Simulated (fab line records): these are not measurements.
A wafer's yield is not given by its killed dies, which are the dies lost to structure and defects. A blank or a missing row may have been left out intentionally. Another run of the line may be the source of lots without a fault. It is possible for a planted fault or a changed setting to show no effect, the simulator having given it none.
Which tool did it? / flow sky130 / 24 lots, 72 wafers sampled, at 2 steps of a route of 708

WHAT THE GAUGES READ, wafer by wafer
SKY_PWDE_OVL_MEAS_07. Usual: for PWDE_OVL the level is -0.1 nm and the standard deviation is 1.3.
lot=L074; measured=day 3 20:10; on=overlay-01; PWDE_OVL (nm)=-0.1 -1.1 -1.1; flag=
lot=L075; measured=day 4 04:02; on=overlay-02; PWDE_OVL (nm)=-1.1 1.2 -0.1; flag=
lot=L076; measured=day 4 06:54; on=overlay-01; PWDE_OVL (nm)=-2.4 -0.9 -1.1; flag=
lot=L077; measured=day 4 12:07; on=overlay-01; PWDE_OVL (nm)=-2.6 -1.4 -0.4; flag=
lot=L078; measured=day 4 19:54; on=overlay-02; PWDE_OVL (nm)=0.2 -0.9 -2.2; flag=
lot=L079; measured=day 5 02:18; on=overlay-02; PWDE_OVL (nm)=1.4 0.8 2.5; flag=
lot=L080; measured=day 5 04:04; on=overlay-01; PWDE_OVL (nm)=-0.4 -0.6 0.0; flag=
lot=L081; measured=day 5 11:34; on=overlay-02; PWDE_OVL (nm)=-1.7 0.2 0.2; flag=
lot=L082; measured=day 5 15:12; on=overlay-01; PWDE_OVL (nm)=-0.2 0.7 2.2; flag=
lot=L083; measured=day 5 21:08; on=overlay-02; PWDE_OVL (nm)=0.6 -0.8 1.6; flag=
lot=L084; measured=day 6 03:37; on=overlay-01; PWDE_OVL (nm)=-1.4 -0.8 -0.8; flag=
lot=L085; measured=day 6 08:53; on=overlay-01; PWDE_OVL (nm)=-0.3 -1.7 -1.1; flag=
lot=L086; measured=day 6 18:52; on=overlay-02; PWDE_OVL (nm)=-0.9 -1.0 -0.3; flag=
lot=L087; measured=day 6 19:14; on=overlay-02; PWDE_OVL (nm)=-1.1 0.9 0.6; flag=
lot=L088; measured=day 7 03:10; on=overlay-01; PWDE_OVL (nm)=-1.7 -1.2 -0.7; flag=
lot=L089; measured=day 7 21:59; on=overlay-01; PWDE_OVL (nm)=1.5 2.2 1.7; flag=
lot=L090; measured=day 8 03:35; on=overlay-02; PWDE_OVL (nm)=-2.9 -2.2 -4.1; flag=
lot=L092; measured=day 8 07:25; on=overlay-01; PWDE_OVL (nm)=2.3 1.4 1.3; flag=
lot=L091; measured=day 8 08:38; on=overlay-02; PWDE_OVL (nm)=0.1 -0.7 1.1; flag=
lot=L093; measured=day 8 11:02; on=overlay-01; PWDE_OVL (nm)=-0.9 -0.1 1.3; flag=
lot=L094; measured=day 8 18:36; on=overlay-01; PWDE_OVL (nm)=0.7 0.6 0.0; flag=
lot=L096; measured=day 9 01:31; on=overlay-02; PWDE_OVL (nm)=-0.8 -2.8 0.1; flag=
lot=L095; measured=day 9 02:40; on=overlay-01; PWDE_OVL (nm)=-0.2 -0.7 -1.8; flag=
lot=L097; measured=day 9 06:22; on=overlay-01; PWDE_OVL (nm)=1.1 -0.1 1.0; flag=

SKY_SONOS_TUNNEL_TW_MEAS_12. Usual: for SONOS_TUNNEL_TW the level is 196.8 and the standard deviation is 1.6.
lot=L074; measured=day 11 07:46; on=film metro-03; SONOS_TUNNEL_TW=195.6 195.3 196.0; flag=
lot=L075; measured=day 11 18:59; on=film metro-04; SONOS_TUNNEL_TW=198.0 197.8 197.5; flag=
lot=L076; measured=day 11 19:55; on=film metro-04; SONOS_TUNNEL_TW=198.0 198.1 197.4; flag=
lot=L077; measured=day 12 06:34; on=film metro-03; SONOS_TUNNEL_TW=193.8 194.3 193.6; flag=
lot=L078; measured=day 12 16:40; on=film metro-04; SONOS_TUNNEL_TW=198.9 198.8 199.8; flag=
lot=L079; measured=day 12 23:58; on=film metro-02; SONOS_TUNNEL_TW=197.2 195.0 197.1; flag=
lot=L080; measured=day 13 04:07; on=film metro-03; SONOS_TUNNEL_TW=194.2 194.1 194.8; flag=
lot=L081; measured=day 13 12:29; on=film metro-02; SONOS_TUNNEL_TW=196.4 197.3 196.7; flag=
lot=L082; measured=day 13 20:46; on=film metro-02; SONOS_TUNNEL_TW=195.7 196.0 196.5; flag=
lot=L083; measured=day 14 04:03; on=film metro-03; SONOS_TUNNEL_TW=194.8 195.6 195.4; flag=
lot=L084; measured=day 14 11:13; on=film metro-04; SONOS_TUNNEL_TW=199.1 199.5 200.0; flag=
lot=L085; measured=day 14 22:45; on=film metro-02; SONOS_TUNNEL_TW=196.3 197.4 196.2; flag=
lot=L086; measured=day 15 13:17; on=film metro-03; SONOS_TUNNEL_TW=196.5 194.7 195.3; flag=
lot=L087; measured=day 15 13:36; on=film metro-02; SONOS_TUNNEL_TW=195.2 196.3 195.3; flag=
lot=L088; measured=day 16 02:10; on=film metro-04; SONOS_TUNNEL_TW=198.9 198.2 197.0; flag=
lot=L089; measured=day 17 03:04; on=film metro-04; SONOS_TUNNEL_TW=198.1 199.2 198.9; flag=
lot=L090; measured=day 17 07:49; on=film metro-02; SONOS_TUNNEL_TW=196.9 196.7 197.3; flag=
lot=L092; measured=day 17 16:08; on=film metro-04; SONOS_TUNNEL_TW=199.3 198.1 200.1; flag=
lot=L091; measured=day 17 18:39; on=film metro-04; SONOS_TUNNEL_TW=198.8 197.3 198.0; flag=
lot=L093; measured=day 17 22:53; on=film metro-03; SONOS_TUNNEL_TW=194.8 194.3 195.8; flag=
lot=L094; measured=day 18 09:55; on=film metro-03; SONOS_TUNNEL_TW=196.0 194.7 196.3; flag=
lot=L096; measured=day 18 18:19; on=film metro-02; SONOS_TUNNEL_TW=196.6 196.1 197.0; flag=
lot=L095; measured=day 18 19:30; on=film metro-03; SONOS_TUNNEL_TW=195.4 196.4 196.0; flag=
lot=L097; measured=day 19 03:31; on=film metro-02; SONOS_TUNNEL_TW=194.6 197.2 195.3; flag=

WHAT TOOL EACH LOT RAN ON (gives the tool, then ch and the chambers of the sampled wafers, and finally the start)
The record shows no process step preceding these readings.

AS READ BY THE TOOLS THEMSELVES (means over the sampled wafers that have a number; for cases with no such wafer, the mark the record gives instead)
The record holds no such reading with a usual standard deviation.

THE ANSWER, worked out from the rows above alone
Rule: lot off if the mean of its wafers having a number is beyond 3 standard deviations from the usual mean. Also off: a lot with no number at a reading for which 4 or more lots have one. The other lots that the step has rows for count as sound. First the gauges in route order, then the tools' own readings, where a lot's mean is used as printed above. At the first step where some lot is off, the reading lying furthest off is the one used; lots without a number count as furthest.
No lot is off on any of the readings shown, so nothing can be concluded from this.

WHAT HAD BEEN PUT IN BY THE SIMULATOR
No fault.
